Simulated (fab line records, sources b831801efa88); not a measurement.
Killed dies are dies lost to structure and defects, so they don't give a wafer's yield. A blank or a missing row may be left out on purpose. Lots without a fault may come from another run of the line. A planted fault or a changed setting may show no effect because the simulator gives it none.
A struck lot beside a sound one | flow sky130 | 16 steps out of a route of 708
Sound: wafers L627.3, L627.4, L627.6. Struck: wafers L621.1, L621.2, L621.3. The cause comes at the end.
At each step with rows: each side's tool, then ch and its chambers, then its first start. Under that, the readings that differ: sound wafers | struck wafers | difference of the means | sigmas: that difference in standard deviations of wafers without a fault.
alike: readings whose means differ by less than 2 such deviations, and words and numbers that are the same on both sides. not compared: withheld readings, readings that some wafer has no value for, bounds like >300 that may hide the same value, and numbers for which the record gives no deviation and whose values overlap.
The two part at a step that has a row with sigmas, a row that says differs or no value, or rows on one side only. Numbers that don't overlap but have no deviation are shown without sigmas and don't part them. A reading that every wafer of one side lacks parts them only if that side has two wafers or more.

first, 8 steps without rows for these wafers: SKY_METAL2_DEHYDRATE_07 (time 60 s); SKY_METAL2_HMDS_08 (prime time 60 s); SKY_METAL2_COAT_09 (resist thk 60 nm); SKY_METAL2_COAT_10 (resist thk 450 nm); SKY_METAL2_SOFTBAKE_11 (time 90 s); SKY_METAL2_EXPOSE_12 (exposes mask MM2, target cd 140 nm); SKY_METAL2_PEB_13; SKY_METAL2_DEVELOP_14 (develop time 60 s).
SKY_METAL2_CD_MEAS_15: target cd 140 nm.
  sound on cd_sem-02, day 41 06:14; struck on cd_sem-02, day 39 18:43
  alike: cd_nm
SKY_METAL2_OVL_MEAS_16:
  sound on overlay-02, day 41 06:19; struck on overlay-02, day 39 18:50
  alike: METAL2_OVL
SKY_METAL2_DESCUM_17: chemistry O2, time 8 s.
  sound on rie_metal-03 ch 0,1, day 41 06:22; struck on rie_metal-03 ch 0,1, day 39 18:52
  alike: drypump_motor_current_A, oes_product_au, temp_c
  not compared: rf_hours_counter_h
SKY_METAL2_ETCH_18: etches BARC in N2/H2, stops on SiO2, time 45.9 s, target depth 60 nm.
  sound on rie_metal-03 ch 0,1, day 41 06:24; struck on rie_metal-03 ch 0,1, day 39 18:54
  alike: bias_w, chamber_pressure_mTorr, drypump_motor_current_A, oes_product_au, throttle_valve_pct
  not compared: rf_hours_counter_h
SKY_METAL2_METAL_ETCH_19: etches the open film in Cl2/BCl3, stops on SiO2, target depth 360 nm, time 78 s.
  sound on rie_metal-03 ch 0,1, day 41 06:28; struck on rie_metal-03 ch 0,1, day 39 18:58
  no value came back on the struck wafers for any of 5 readings (bcl3_flow_sccm (sccm), bias_w (W) and others); on the sound wafers bcl3_flow_sccm (sccm) reads 30.06 30.03 29.97
  reading                                       | sound             | struck            | difference | sigmas
  model.KrF-thick_of_METAL2_COAT_10.thk_nm (nm) | 159.4 159.2 161.9 | 392.4 391.5 390.6 | +231.3     |
  model.SiO2_of_VIA1_HDPCVD_00.thk_nm (nm)      | 331.3 331.6 333.5 | 341.8 343.4 339.8 | +9.5       |
  not compared: rf_hours_counter_h
SKY_METAL2_STRIP_20: strips in O2/N2.
  sound on plasma_asher-04 ch 0,1, day 41 06:34; struck on plasma_asher-02 ch 0,1, day 39 19:04
  reading                      | sound             | struck            | difference | sigmas
  oes_product_au (a.u.)        | 0.332 0.339 0.339 | 0.443 0.441 0.442 | +0.105     | +21
  strip_time_to_endpoint_s (s) | 2.71 2.71 2.72    | 5.20 5.18 5.17    | +2.47      | +53
  alike: drypump_motor_current_A
  not compared: rf_hours_counter_h
then, 1 step without rows for these wafers: SKY_METAL2_STRIP_21 (strips in post etch residue remover, time 1200 s).
-- the record jumps here: 9 days lie between the struck wafers' starts before and after (it left off in module METAL2 and takes up again in module PAD_OPEN, whose first step shown is number 708 of the route) --
SKY_PAD_OPEN_PROBE_99:
  the record has rows for the struck wafers here (prober-02, day 49 03:14) and none for the sound ones

WHERE THEY PART
First at SKY_METAL2_METAL_ETCH_19; last, within this record, at SKY_PAD_OPEN_PROBE_99.

WHY: what the simulator had put in
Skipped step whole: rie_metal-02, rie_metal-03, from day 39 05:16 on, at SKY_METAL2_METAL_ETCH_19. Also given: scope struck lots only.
